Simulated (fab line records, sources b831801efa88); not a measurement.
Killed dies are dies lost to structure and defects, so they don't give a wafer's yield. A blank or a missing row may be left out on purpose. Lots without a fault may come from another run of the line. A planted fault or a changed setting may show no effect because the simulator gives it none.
fab line records | flow gf180mcu | part 1 of 2: steps 1 to 26 of 36
record lots=5 wafers=15 last_day=32
route steps=602 shown HV_LDD@226 NSD@235 PSD@248
lots that met no fault: from a run of the same line without faults
start_h: hours from the record's first day to the start of the lot's first wafer shown | wait_h: hours since the lot's step before | " the same as in the row above | L1.1+2: a row that stands for several wafers | - no value, or no start given | * or withheld: withheld | < > ~ a bound
route shown NAME@n: a module of which the file shows steps, and the number in the route of the first | usual: mean/standard deviation of fault-free wafers | same: alike in all rows | chamber/n: place in a boat | sites: the reading at each site | _std_site: their standard deviation | _edge_site: outer sites' mean less inner sites' | radius_mm: how far each site lies from the wafer's centre | mask NAME#n: copy n | behind: the tool/chamber that last shaped the wafer | hold: why the lot was held/for how many hours/how that ended | device: the transistor (n, p or np) that didn't switch | end of line: the same wafers' tests at the end of the route | a step without rows: its recipe alone | killed: dies lost to structure and defects at the first sort, not the wafer's yield | map: a wafer's dies, x killed, . not, _ none there
set.NAME: the setting as run; set.NAME@STEP: as run at that earlier step | model.NAME: the simulator's own value behind a step, which no gauge read
lots at some steps of the route; a table a step, a row a wafer
services: from which hour (start_h, from the record's first day; less than 0 if before it) a tool's chamber was out of use, for how many hours, and why
## steps
# step GF_HV_LDD_TW_MEAS_50
# usual HV_LDD_4_TW=565/3.1
# columns lot.wafer tool chamber start_h wait_h HV_LDD_4_TW
L074.3 film_metro-01 - 280.23 0.1 567
L074.5 " - " " 566
L074.6 " - " " 568
L076.1 film_metro-01 - 291.88 0.1 559
L076.3 " - " " 564
L076.5 " - " " 563
L079.1 film_metro-04 - 312.76 0.1 562
L079.2 " - " " 562
L079.5 " - " " 561
L087.1 film_metro-01 - 380.86 0.1 562
L087.3 " - " " 565
L087.4 " - " " 562
L089.2 film_metro-02 - 393.46 0.1 566
L089.3 " - " " 568
L089.4 " - " " 568
# step GF_HV_LDD_CLEAN_51
# recipe chemistry=SC1/SC2 mix=1:4:20 temp_c=70 time_s=150 dry=n2_spin
# columns lot.wafer tool chamber start_h wait_h
L074.3+5+6 wet_bench-03 2 280.27 0.0
L076.1+3+5 wet_bench-03 2 291.94 0.1
L079.1+2+5 wet_bench-02 1 312.82 0.1
L087.1+3+4 wet_bench-02 0 380.92 0.1
L089.2+3+4 wet_bench-02 1 393.51 0.0
# step GF_HV_LDD_RTA_52
# recipe temp_c=1000 time_s=10 ambient=N2
# usual lamp_power_pct=34.9/0.92 wafer_temp_C_max=1005.9/2.4
# columns lot.wafer tool chamber start_h wait_h lamp_power_pct wafer_temp_C_max
L074.3 rtp_anneal-02 0 280.35 0.0 36.1 1003.4
L074.5 " 0 " " 36.1 1003.1
L074.6 " 0 " " 36.1 1002.7
L076.1 rtp_anneal-01 0 291.99 0.0 34.3 1006.9
L076.3 " 0 " " 34.2 1007.7
L076.5 " 0 " " 34.3 1007.7
L079.1 rtp_anneal-02 0 312.87 0.0 36.2 1002.9
L079.2 " 0 " " 36.1 1003.0
L079.5 " 0 " " 36.2 1003.5
L087.1 rtp_anneal-01 0 380.97 0.0 34.2 1005.9
L087.3 " 0 " " 34.3 1007.8
L087.4 " 0 " " 34.2 1008.9
L089.2 rtp_anneal-02 0 393.57 0.0 36.1 1002.7
L089.3 " 0 " " 36.2 1003.9
L089.4 " 0 " " 36.1 1002.3
# step GF_HV_LDD_RS_MEAS_53
# recipe thk_meas_gauge=four-point-probe
# usual HV_LDD_RS=417.6/1.2
# columns lot.wafer tool chamber start_h wait_h HV_LDD_RS[ohm/sq]
L074.3 film_metro-02 - 280.43 0.1 418.0
L074.5 " - " " 417.8
L074.6 " - " " 418.5
L076.1 film_metro-04 - 292.06 0.1 418.1
L076.3 " - " " 418.5
L076.5 " - " " 417.6
L079.1 film_metro-02 - 312.94 0.1 418.0
L079.2 " - " " 417.9
L079.5 " - " " 418.0
L087.1 film_metro-01 - 381.04 0.1 416.6
L087.3 " - " " 417.0
L087.4 " - " " 416.8
L089.2 film_metro-04 - 393.64 0.1 418.7
L089.3 " - " " 418.1
L089.4 " - " " 418.6
# step GF_HV_LDD_CVD_54
# recipe material=SiO2 target_thk_nm=10 precursor=TEOS temp_c=680 time_s=75 pressure_mtorr=400
# columns lot.wafer tool chamber start_h wait_h
L074.3+5+6 lpcvd-02 0 280.51 0.1
L076.1+3+5 lpcvd-01 1 292.18 0.1
L079.1+2+5 lpcvd-01 0 313.06 0.1
L087.1+3+4 lpcvd-02 1 381.16 0.1
L089.2+3+4 lpcvd-01 0 393.74 0.1
# step GF_HV_LDD_THK_MEAS_55
# recipe reads=SiO2_of_HV_LDD_CVD_54
# usual HV_LDD_CVD_54_THK=10.03/0.12
# columns lot.wafer tool chamber start_h wait_h HV_LDD_CVD_54_THK[nm]
L074.3 film_metro-02 - 282.06 0.0 9.94
L074.5 " - " " 10.07
L074.6 " - " " 9.95
L076.1 film_metro-02 - 293.20 0.0 10.22
L076.3 " - " " 10.09
L076.5 " - " " 10.11
L079.1 film_metro-04 - 314.59 0.0 10.07
L079.2 " - " " 10.06
L079.5 " - " " 10.02
L087.1 film_metro-01 - 382.18 0.0 10.08
L087.3 " - " " 9.96
L087.4 " - " " 10.21
L089.2 film_metro-02 - 394.77 0.0 10.01
L089.3 " - " " 10.05
L089.4 " - " " 9.95
# step GF_HV_LDD_CVD_56
# recipe material=Si3N4 precursor=DCS/NH3 target_thk_nm=90 temp_c=770 time_s=1543 pressure_mtorr=250
# columns lot.wafer tool chamber start_h wait_h
L074.3+5+6 lpcvd-01 1 282.48 0.4
L076.1+3+5 lpcvd-01 0 293.26 0.1
L079.1+2+5 lpcvd-01 0 314.65 0.1
L087.1+3+4 lpcvd-02 0 382.24 0.1
L089.2+3+4 lpcvd-01 0 394.82 0.0
# step GF_HV_LDD_THK_MEAS_57
# recipe reads=Si3N4_of_HV_LDD_CVD_56
# usual HV_LDD_CVD_56_THK=90.0/0.86
# columns lot.wafer tool chamber start_h wait_h HV_LDD_CVD_56_THK[nm]
L074.3 film_metro-01 - 283.93 0.0 90.0
L074.5 " - " " 91.0
L074.6 " - " " 90.1
L076.1 film_metro-01 - 294.69 0.0 90.0
L076.3 " - " " 90.1
L076.5 " - " " 90.2
L079.1 film_metro-02 - 316.79 0.0 91.2
L079.2 " - " " 90.8
L079.5 " - " " 90.3
L087.1 film_metro-01 - 383.67 0.0 89.4
L087.3 " - " " 89.2
L087.4 " - " " 89.2
L089.2 film_metro-01 - 396.26 0.0 91.3
L089.3 " - " " 90.6
L089.4 " - " " 90.5
# step GF_HV_LDD_ETCHBACK_58
# recipe chemistry=CH3F/O2 target=Si3N4 stop_on=SiO2 source_w=400 bias_w=80 pressure_mtorr=25 ch3f_flow_sccm=40 O2_flow_sccm=30 time_s=100 target_depth_a=900
# usual O2_flow_sccm=30.00/0.088 bias_w=80.00/0.29 ch3f_flow_sccm=40.00/0.13 drypump_motor_current_A=6.0/0.4 oes_product_au=0.843/0.0063 throttle_valve_pct=10.561/0.0093
# columns lot.wafer tool chamber start_h wait_h O2_flow_sccm bias_w ch3f_flow_sccm drypump_motor_current_A oes_product_au rf_hours_counter_h throttle_valve_pct
L074.3 rie_diel-02 3 283.97 0.0 30.06 79.95 39.89 6.4 0.847 66 10.563
L074.5 " 0 " " 29.89 80.27 40.04 6.2 0.849 - 10.555
L074.6 " 3 " " 30.03 79.40 39.95 6.5 0.845 - 10.574
L076.1 rie_diel-02 1 294.75 0.1 30.06 80.39 39.96 5.9 0.840 65 10.561
L076.3 " 2 " " 29.92 80.30 39.93 6.7 0.846 41 10.562
L076.5 " 0 " " 30.03 80.10 40.21 6.2 0.851 - 10.557
L079.1 rie_diel-02 0 316.85 0.1 29.96 80.09 40.03 6.2 0.849 19 10.554
L079.2 " 1 " " 30.10 80.14 39.99 5.9 0.845 65 10.562
L079.5 " 0 " " 30.01 79.83 39.83 6.2 0.849 - 10.563
L087.1 rie_diel-04 3 383.73 0.1 30.02 79.84 39.96 6.1 0.843 5 10.552
L087.3 " 0 " " 29.91 79.94 40.05 5.8 0.831 53 10.576
L087.4 " 2 " " 29.97 80.13 39.80 5.6 0.843 20 10.555
L089.2 rie_diel-01 3 396.31 0.0 30.13 80.25 39.89 5.4 0.856 4 10.575
L089.3 " 2 " " 30.14 79.84 40.32 6.1 0.853 58 10.545
L089.4 " 0 " " 30.02 79.38 39.94 5.9 0.840 66 10.572
# step GF_NSD_DEHYDRATE_00
# recipe temp_c=200 time_s=60
# usual resist_line_temp_C=23.04/0.1
# columns lot.wafer tool chamber start_h wait_h resist_line_temp_C
L074.3 litho_track-03 0 293.41 9.4 23.16
L074.5 " 0 " " 23.31
L074.6 " 0 " " 23.15
L076.1 litho_track-02 0 303.88 9.1 23.00
L076.3 " 0 " " 22.96
L076.5 " 0 " " 23.02
L079.1 litho_track-01 0 327.09 10.2 22.93
L079.2 " 0 " " 23.11
L079.5 " 0 " " 22.91
L087.1 litho_track-01 0 393.99 10.2 22.97
L087.3 " 0 " " 23.12
L087.4 " 0 " " 23.06
L089.2 litho_track-01 0 407.91 11.6 23.14
L089.3 " 0 " " 23.05
L089.4 " 0 " " 22.87
# step GF_NSD_HMDS_01
# recipe prime_time_s=60 prime_temp_c=120
# usual resist_line_temp_C=23.00/0.11
# columns lot.wafer tool chamber start_h wait_h resist_line_temp_C
L074.3 litho_track-03 0 293.56 0.1 23.20
L074.5 " 0 " " 23.05
L074.6 " 0 " " 23.14
L076.1 litho_track-02 0 304.03 0.1 23.04
L076.3 " 0 " " 23.16
L076.5 " 0 " " 23.00
L079.1 litho_track-01 0 327.24 0.1 22.94
L079.2 " 0 " " 23.00
L079.5 " 0 " " 23.02
L087.1 litho_track-01 0 394.14 0.1 22.99
L087.3 " 0 " " 23.02
L087.4 " 0 " " 22.98
L089.2 litho_track-01 0 408.06 0.1 23.13
L089.3 " 0 " " 22.95
L089.4 " 0 " " 22.94
# step GF_NSD_COAT_02
# recipe resist=NOVOLAK spin_rpm=3057 resist_thk_nm=1000
# usual resist_line_temp_C=22.99/0.11
# columns lot.wafer tool chamber start_h wait_h resist_line_temp_C
L074.3 litho_track-03 0 293.71 0.1 23.08
L074.5 " 0 " " 23.13
L074.6 " 0 " " 23.10
L076.1 litho_track-02 0 304.18 0.1 22.99
L076.3 " 0 " " 22.96
L076.5 " 0 " " 22.86
L079.1 litho_track-01 0 327.39 0.1 23.01
L079.2 " 0 " " 23.05
L079.5 " 0 " " 23.06
L087.1 litho_track-01 0 394.29 0.1 22.79
L087.3 " 0 " " 22.91
L087.4 " 0 " " 23.03
L089.2 litho_track-01 0 408.21 0.1 23.04
L089.3 " 0 " " 22.97
L089.4 " 0 " " 23.01
# step GF_NSD_SOFTBAKE_03
# recipe temp_c=90 time_s=60 resist=NOVOLAK
# usual resist_line_temp_C=23.01/0.11
# columns lot.wafer tool chamber start_h wait_h resist_line_temp_C
L074.3 litho_track-03 0 293.86 0.1 22.98
L074.5 " 0 " " 23.03
L074.6 " 0 " " 23.07
L076.1 litho_track-02 0 304.33 0.1 22.95
L076.3 " 0 " " 23.04
L076.5 " 0 " " 22.83
L079.1 litho_track-01 0 327.54 0.1 22.93
L079.2 " 0 " " 23.16
L079.5 " 0 " " 23.02
L087.1 litho_track-01 0 394.44 0.1 23.09
L087.3 " 0 " " 23.10
L087.4 " 0 " " 23.06
L089.2 litho_track-01 0 408.36 0.1 22.77
L089.3 " 0 " " 22.99
L089.4 " 0 " " 22.84
# step GF_NSD_EXPOSE_04
# recipe mask_id=Nplus target_cd_nm=400 na=0.6 source_shape=conventional sigma_outer=0.6 dose_mj=140
# columns lot.wafer tool chamber start_h wait_h mask
L074.3+5+6 iline_stepper-02 0 - - Nplus#0
L076.1+3+5 iline_stepper-02 0 - - Nplus#0
L079.1+2+5 iline_stepper-02 0 - - Nplus#0
L087.1+3+4 iline_stepper-01 0 - - Nplus#0
L089.2+3+4 iline_stepper-02 0 - - Nplus#0
# step GF_NSD_PEB_05
# recipe temp_c=withheld time_s=* resist=NOVOLAK
# usual resist_line_temp_C=*
# columns lot.wafer tool chamber start_h wait_h resist_line_temp_C
L074.3 litho_track-02 0 - - *
L074.5 " 0 " " *
L074.6 " 0 " " *
L076.1 litho_track-03 0 - - *
L076.3 " 0 " " *
L076.5 " 0 " " *
L079.1 litho_track-03 0 - - *
L079.2 " 0 " " *
L079.5 " 0 " " *
L087.1 litho_track-03 0 - - *
L087.3 " 0 " " *
L087.4 " 0 " " *
L089.2 litho_track-03 0 - - *
L089.3 " 0 " " *
L089.4 " 0 " " *
# step GF_NSD_DEVELOP_06
# recipe develop_time_s=60 dev_temp_c=23
# usual resist_line_temp_C=23.01/0.11
# columns lot.wafer tool chamber start_h wait_h resist_line_temp_C
L074.3 litho_track-02 0 303.43 0.1 22.92
L074.5 " 0 " " 22.81
L074.6 " 0 " " 22.95
L076.1 litho_track-03 0 313.91 0.1 23.17
L076.3 " 0 " " 23.09
L076.5 " 0 " " 23.01
L079.1 litho_track-03 0 337.51 0.1 23.05
L079.2 " 0 " " 22.88
L079.5 " 0 " " 23.06
L087.1 litho_track-03 0 405.81 0.1 22.97
L087.3 " 0 " " 22.95
L087.4 " 0 " " 23.04
L089.2 litho_track-03 0 420.43 0.1 23.18
L089.3 " 0 " " 23.28
L089.4 " 0 " " 22.99
# step GF_NSD_CD_MEAS_07
# recipe target_cd_nm=400
# usual cd_nm=401.4/2.3
# columns lot.wafer tool chamber start_h wait_h cd_nm
L074.3 cd_sem-02 - 303.57 0.1 401.4
L074.5 " - " " 402.1
L074.6 " - " " 403.3
L076.1 cd_sem-01 - 314.06 0.1 397.8
L076.3 " - " " 400.1
L076.5 " - " " 397.9
L079.1 cd_sem-02 - 337.66 0.1 398.7
L079.2 " - " " 399.2
L079.5 " - " " 400.8
L087.1 cd_sem-02 - 405.96 0.1 401.1
L087.3 " - " " 400.6
L087.4 " - " " 401.4
L089.2 cd_sem-02 - 420.58 0.1 402.3
L089.3 " - " " 401.9
L089.4 " - " " 401.5
# step GF_NSD_OVL_MEAS_08
# usual NSD_OVL=-0.2/1.3
# columns lot.wafer tool chamber start_h wait_h NSD_OVL[nm]
L074.3 overlay-01 - 303.66 0.1 1.4
L074.5 " - " " -0.4
L074.6 " - " " 1.6
L076.1 overlay-01 - 314.18 0.1 -0.4
L076.3 " - " " -0.2
L076.5 " - " " 0.9
L079.1 overlay-01 - 337.78 0.1 -0.1
L079.2 " - " " -1.3
L079.5 " - " " -1.4
L087.1 overlay-02 - 406.08 0.1 -0.3
L087.3 " - " " 0.6
L087.4 " - " " -1.2
L089.2 overlay-01 - 420.68 0.1 -1.3
L089.3 " - " " -1.4
L089.4 " - " " 0.7
# step GF_NSD_IMPLANT_09
# recipe species=As energy_kev=60 dose_cm2=4e+15 tilt_deg=7
# usual dose_ions_cm2=4e+15/4.4e+12
# columns lot.wafer tool chamber start_h wait_h dose_ions_cm2
L074.3 implanter-03 0 303.73 0.1 4.004e+15
L074.5 " 0 " " 4.007e+15
L074.6 " 0 " " 4.008e+15
L076.1 implanter-02 0 314.21 0.0 3.998e+15
L076.3 " 0 " " 4.001e+15
L076.5 " 0 " " 3.999e+15
L079.1 implanter-03 0 337.81 0.0 4.002e+15
L079.2 " 0 " " 3.995e+15
L079.5 " 0 " " 4.003e+15
L087.1 implanter-04 0 406.11 0.0 4.001e+15
L087.3 " 0 " " 4.002e+15
L087.4 " 0 " " 3.996e+15
L089.2 implanter-02 0 420.74 0.0 3.997e+15
L089.3 " 0 " " 4.002e+15
L089.4 " 0 " " 4.004e+15
# step GF_NSD_IMPLANT_10
# recipe species=P energy_kev=40 dose_cm2=5e+14 tilt_deg=7
# usual dose_ions_cm2=5e+14/5.7e+11
# columns lot.wafer tool chamber start_h wait_h dose_ions_cm2
L074.3 implanter-03 0 303.88 0.1 5.005e+14
L074.5 " 0 " " 5.002e+14
L074.6 " 0 " " 4.996e+14
L076.1 implanter-02 0 314.36 0.1 5e+14
L076.3 " 0 " " 5.003e+14
L076.5 " 0 " " 5e+14
L079.1 implanter-03 0 337.96 0.1 5.004e+14
L079.2 " 0 " " 4.992e+14
L079.5 " 0 " " 5.001e+14
L087.1 implanter-04 0 406.26 0.1 4.998e+14
L087.3 " 0 " " 4.996e+14
L087.4 " 0 " " 5.004e+14
L089.2 implanter-02 0 420.89 0.1 5.001e+14
L089.3 " 0 " " 5.002e+14
L089.4 " 0 " " 5.004e+14
# step GF_NSD_STRIP_11
# recipe chemistry=O2/N2 power_w=1400 pressure_mtorr=1500 platen_temp_c=250 o2_flow_sccm=3000 n2_flow_sccm=300 overash_fraction=0.5
# usual drypump_motor_current_A=5.6/0.55 heater_power_w=319/20 n2_flow_sccm=300.1/0.91 oes_product_au=0.486/0.0043 strip_time_to_endpoint_s=22.87/0.035
# columns lot.wafer tool chamber start_h wait_h drypump_motor_current_A heater_power_w n2_flow_sccm oes_product_au rf_hours_counter_h strip_time_to_endpoint_s
L074.3 plasma_asher-03 1 304.02 0.1 6.0 348 299.8 0.485 - 22.88
L074.5 " 0 " " 4.9 334 299.6 0.485 - 22.89
L074.6 " 1 " " 6.0 331 299.8 0.483 - 22.92
L076.1 plasma_asher-04 0 314.51 0.1 5.1 305 299.4 0.489 20 22.84
L076.3 " 0 " " 5.2 304 299.9 0.484 - 22.89
L076.5 " 1 " " 5.6 338 301.3 0.483 - 22.89
L079.1 plasma_asher-04 1 338.11 0.1 5.6 330 299.5 0.486 22 22.86
L079.2 " 0 " " 5.1 305 299.9 0.483 22 22.85
L079.5 " 1 " " 5.6 325 301.8 0.491 - 22.83
L087.1 plasma_asher-03 1 406.41 0.1 6.1 352 300.7 0.487 61 22.84
L087.3 " 1 " " 6.0 344 302.4 0.485 - 22.85
L087.4 " 0 " " 4.9 335 298.6 0.483 - 22.81
L089.2 plasma_asher-02 0 421.01 0.1 6.5 297 299.7 0.478 76 22.86
L089.3 " 1 " " 5.4 320 299.7 0.497 - 22.83
L089.4 " 0 " " 6.5 290 299.6 0.478 - 22.87
# step GF_NSD_TW_MEAS_12
# usual NSD_TW=4208/30
# columns lot.wafer tool chamber start_h wait_h NSD_TW
L074.3 film_metro-02 - 304.10 0.1 4206
L074.5 " - " " 4230
L074.6 " - " " 4217
L076.1 film_metro-04 - 314.65 0.1 4182
L076.3 " - " " 4163
L076.5 " - " " 4186
L079.1 film_metro-03 - 338.21 0.1 4191
L079.2 " - " " 4200
L079.5 " - " " 4202
L087.1 film_metro-04 - 406.51 0.1 4168
L087.3 " - " " 4188
L087.4 " - " " 4186
L089.2 film_metro-02 - 421.12 0.1 4281
L089.3 " - " " 4280
L089.4 " - " " 4264
# step GF_PSD_DEHYDRATE_00
# recipe temp_c=200 time_s=60
# usual resist_line_temp_C=22.99/0.11
# columns lot.wafer tool chamber start_h wait_h resist_line_temp_C
L074.3 litho_track-02 0 313.08 9.0 22.83
L074.5 " 0 " " 23.04
L074.6 " 0 " " 22.98
L076.1 litho_track-01 0 324.49 9.8 23.10
L076.3 " 0 " " 22.99
L076.5 " 0 " " 22.97
L079.1 litho_track-04 0 348.56 10.3 23.03
L079.2 " 0 " " 22.82
L079.5 " 0 " " 22.85
L087.1 litho_track-04 0 417.31 10.8 23.06
L087.3 " 0 " " 23.02
L087.4 " 0 " " 23.04
L089.2 litho_track-04 0 432.78 11.6 23.18
L089.3 " 0 " " 23.14
L089.4 " 0 " " 22.96
# step GF_PSD_HMDS_01
# recipe prime_time_s=60 prime_temp_c=120
# usual resist_line_temp_C=23.00/0.12
# columns lot.wafer tool chamber start_h wait_h resist_line_temp_C
L074.3 litho_track-02 0 313.23 0.1 22.85
L074.5 " 0 " " 22.98
L074.6 " 0 " " 23.05
L076.1 litho_track-01 0 324.64 0.1 23.10
L076.3 " 0 " " 22.98
L076.5 " 0 " " 23.04
L079.1 litho_track-04 0 348.71 0.1 23.11
L079.2 " 0 " " 23.06
L079.5 " 0 " " 23.16
L087.1 litho_track-04 0 417.46 0.1 23.16
L087.3 " 0 " " 23.03
L087.4 " 0 " " 22.91
L089.2 litho_track-04 0 432.93 0.1 23.13
L089.3 " 0 " " 23.10
L089.4 " 0 " " 23.01
# step GF_PSD_COAT_02
# recipe resist=NOVOLAK spin_rpm=3000 resist_thk_nm=1000
# usual resist_line_temp_C=23.00/0.11
# columns lot.wafer tool chamber start_h wait_h resist_line_temp_C
L074.3 litho_track-02 0 313.38 0.1 22.95
L074.5 " 0 " " 22.94
L074.6 " 0 " " 22.99
L076.1 litho_track-01 0 324.79 0.1 23.02
L076.3 " 0 " " 23.11
L076.5 " 0 " " 23.22
L079.1 litho_track-04 0 348.86 0.1 23.08
L079.2 " 0 " " 23.03
L079.5 " 0 " " 22.92
L087.1 litho_track-04 0 417.61 0.1 23.00
L087.3 " 0 " " 23.08
L087.4 " 0 " " 23.04
L089.2 litho_track-04 0 433.08 0.1 23.01
L089.3 " 0 " " 23.15
L089.4 " 0 " " 23.20
# step GF_PSD_SOFTBAKE_03
# recipe temp_c=90 time_s=60 resist=NOVOLAK
# usual resist_line_temp_C=22.98/0.12
# columns lot.wafer tool chamber start_h wait_h resist_line_temp_C
L074.3 litho_track-02 0 313.53 0.1 23.01
L074.5 " 0 " " 23.02
L074.6 " 0 " " 22.83
L076.1 litho_track-01 0 324.94 0.1 23.10
L076.3 " 0 " " 23.20
L076.5 " 0 " " 23.06
L079.1 litho_track-04 0 349.01 0.1 23.00
L079.2 " 0 " " 22.93
L079.5 " 0 " " 22.90
L087.1 litho_track-04 0 417.76 0.1 22.98
L087.3 " 0 " " 22.73
L087.4 " 0 " " 23.02
L089.2 litho_track-04 0 433.23 0.1 23.16
L089.3 " 0 " " 23.09
L089.4 " 0 " " 23.13
